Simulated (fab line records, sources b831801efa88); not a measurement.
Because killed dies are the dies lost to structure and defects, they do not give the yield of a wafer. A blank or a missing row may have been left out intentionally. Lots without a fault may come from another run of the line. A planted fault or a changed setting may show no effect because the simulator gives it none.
8D (eight disciplines) problem report, filled in by code || flow gf180mcu || the parts of the form that need people (team, actions taken, sign-off) are left out

== 1. WHAT WENT WRONG ==
At GF_PASSIVATION_STRIP_12, strip-time-to-endpoint-s averages 33.12 s over 9 wafers from 3 lots, while fault-free wafers read 34.82 s, standard deviation 0.28. That is -6.1 standard deviations from the usual mean.
The step: strips in O2/N2.
Seen first at day 32 20:32 on plasma-asher-02, wafer L148.3. The record holds 36 wafers of 12 lots with a number at this step. Rule for "out", or "out of limits": more than 4 standard deviations from the usual mean. Any other wafer with a number is counted as sound.

== 2. WHAT IT IS; WHAT IT IS NOT ==
{"question": "which readings at this step", "is": "strip-time-to-endpoint-s", "is not": "drypump-motor-current-A, heater-power-w, oes-product-au"}
{"question": "which lots", "is": "L148, L149, L150", "is not": "L137, L138, L139, L142, L144, L146, L147, L151, L158"}
{"question": "which wafers of those lots", "is": "all that have a number", "is not": "-"}
{"question": "read on which tools", "is": "plasma-asher-02, plasma-asher-03", "is not": "plasma-asher-04"}
{"question": "when", "is": "from day 32 20:32", "is not": "up to then (21 sound wafers); but 6 sound wafers of L151, L158 came after"}

== 3. WHAT RULES OUT EACH SUSPECT ==
Counting: a tool at any process step up to the reading remains a suspect when it ran all the lots that are out and ran no sound lot after the first of those.
- litho-track-02 at GF_PASSIVATION_COAT_06 (resist thk 4000 nm): kept. It ran every lot that is out, first L148 (day 32 11:57), and no sound lot after that; its last sound lot up to then is L147 (day 32 08:21).
Left after counting: litho-track-02 at GF_PASSIVATION_COAT_06.

== 4. THE CAUSE (what the simulator had put in) ==
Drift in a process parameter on litho-track-02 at GF_PASSIVATION_COAT_06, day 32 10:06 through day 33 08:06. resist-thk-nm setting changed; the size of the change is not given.
Only this tool survived the counting.

== 5. THE CHAIN OF EFFECTS, in route order ==
One row per reading whose mean, taken over the struck wafers that have a number, lies over 3 standard deviations from the usual. Only readings whose record carries a usual standard deviation are examined. hours: median over the lots of the time between each lot's start at the first step of this table that gives one and its start at this step. sigmas: the change, counted in usual standard deviations.
{"hours": 0, "step": "GF_PASSIVATION_STRIP_12", "reading": "strip-time-to-endpoint-s", "usual": "34.82 s", "on struck wafers": 33.12, "change": -1.70, "sigmas": -6.1}
Process steps it contains:
- GF_PASSIVATION_STRIP_12: strips in O2/N2.

== 6. WHAT WOULD HAVE CAUGHT IT SOONER ==
The fault began at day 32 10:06; the first out-of-limits reading in this record came at day 32 20:32, 10 hours later.
Of the lots that are out (3), L149 began GF_PASSIVATION_COAT_06 on litho-track-02 after day 32 20:32. Holding the tool at that time would have saved it.
